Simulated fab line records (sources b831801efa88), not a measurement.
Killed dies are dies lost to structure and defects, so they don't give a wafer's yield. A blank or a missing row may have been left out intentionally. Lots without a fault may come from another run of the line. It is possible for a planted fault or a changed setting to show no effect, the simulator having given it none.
Problem report, 8D (eight disciplines) form, completed by code -- flow sfqLine -- the parts of the form that need people (team, actions taken, sign-off) are left out

== 1. PROBLEM STATEMENT ==
Mean M2_NB_RS at SFQ_M2_RS_MEAS_914: 1.060 ohm/sq over 12 wafers in 4 lots; fault-free wafers: 0.893 ohm/sq, standard deviation 0.011. Relative to the usual mean, that is a shift of +15 standard deviations.
The step: measures by four-point-probe.
First observed at day 20 13:47: wafer L924.1, on filmMetro-01. The record has a number at this step for 48 wafers belonging to 16 lots. Rule for "out" (also "out of limits"): further than 4 standard deviations from the usual mean. All remaining wafers that have a number are taken as sound.

== 2. WHAT IT IS, WHAT IT ISN'T ==
question,is,is not
which readings at this step,M2_NB_RS,-
which lots,"L924, L925, L926, L927","L908, L909, L910, L911, L912, L913, L914, L915, L917, L918, L919, L921"
which wafers of those lots,all that have a number,-
read on which gauges,"filmMetro-01, filmMetro-04",filmMetro-03
when,from day 20 13:47,up to then (36 sound wafers)

== 3. THE SUSPECTS, EACH WITH WHAT RULES IT OUT ==
Counting: a tool stays on the suspect list if, at a process step up to the reading, it processed all lots that are out and no sound lot following the first of them.
- ruled out: the gauge at SFQ_M2_RS_MEAS_914. The wafers that are out were read on 2 gauges (filmMetro-01, filmMetro-04).
- pvdSputter-06 at SFQ_TRILAYER_M2_DEP_SPUTTER_055 (material Nb, target thk 200 nm, time 133.3 s): kept. All lots that are out passed through it, beginning with L924 at day 20 13:41, and no sound lot followed; its final sound lot before that point was L919 at day 18 21:20.
The count leaves pvdSputter-06 at SFQ_TRILAYER_M2_DEP_SPUTTER_055.

== 4. THE CAUSE (what the simulator had put in) ==
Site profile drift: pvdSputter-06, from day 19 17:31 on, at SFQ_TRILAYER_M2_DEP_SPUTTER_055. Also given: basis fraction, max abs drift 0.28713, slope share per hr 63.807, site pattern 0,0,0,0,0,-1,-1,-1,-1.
This tool alone remained once counting was done.

== 5. THE EFFECT CHAIN, in route order ==
Each row: a reading whose mean over the struck wafers that have a number lies more than 3 standard deviations from the usual. Readings are gone through only where the record gives a usual standard deviation; hours: the median, over the lots, of the time from a lot's start at the first step in this table giving one to that lot's start at this step; sigmas: the change measured in usual standard deviations.
hours,step,reading,usual,on struck wafers,change,sigmas
0,SFQ_M2_RS_MEAS_914,M2_NB_RS,0.893 ohm/sq,1.060,+0.167,+15
64,SFQ_TRILAYER_M2_ETCH_METAL_ETCH_060,oesProductAu,0.892 a.u.,0.825,-0.067,-8.6
The process steps in it:
- SFQ_TRILAYER_M2_ETCH_METAL_ETCH_060: etches Nb in Cl2/Ar, stops on SiO2, target depth 240 nm, time 120 s.

== 6. WHAT WOULD HAVE CAUGHT IT SOONER ==
20 hours passed between the start of the fault at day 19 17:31 and the first reading out of limits at a measuring or inspecting step in this record, taken at day 20 13:47.
Of the tool readings at SFQ_TRILAYER_M2_DEP_SPUTTER_055 for which the record gives a usual standard deviation, none was out on any struck wafer, so an alarm limit of 4 standard deviations on them would not have fired.
Of the lots that are out (4), L925, L926, L927 began SFQ_TRILAYER_M2_DEP_SPUTTER_055 on pvdSputter-06 after day 20 13:47. A hold on the tool at that time would have spared those 3.
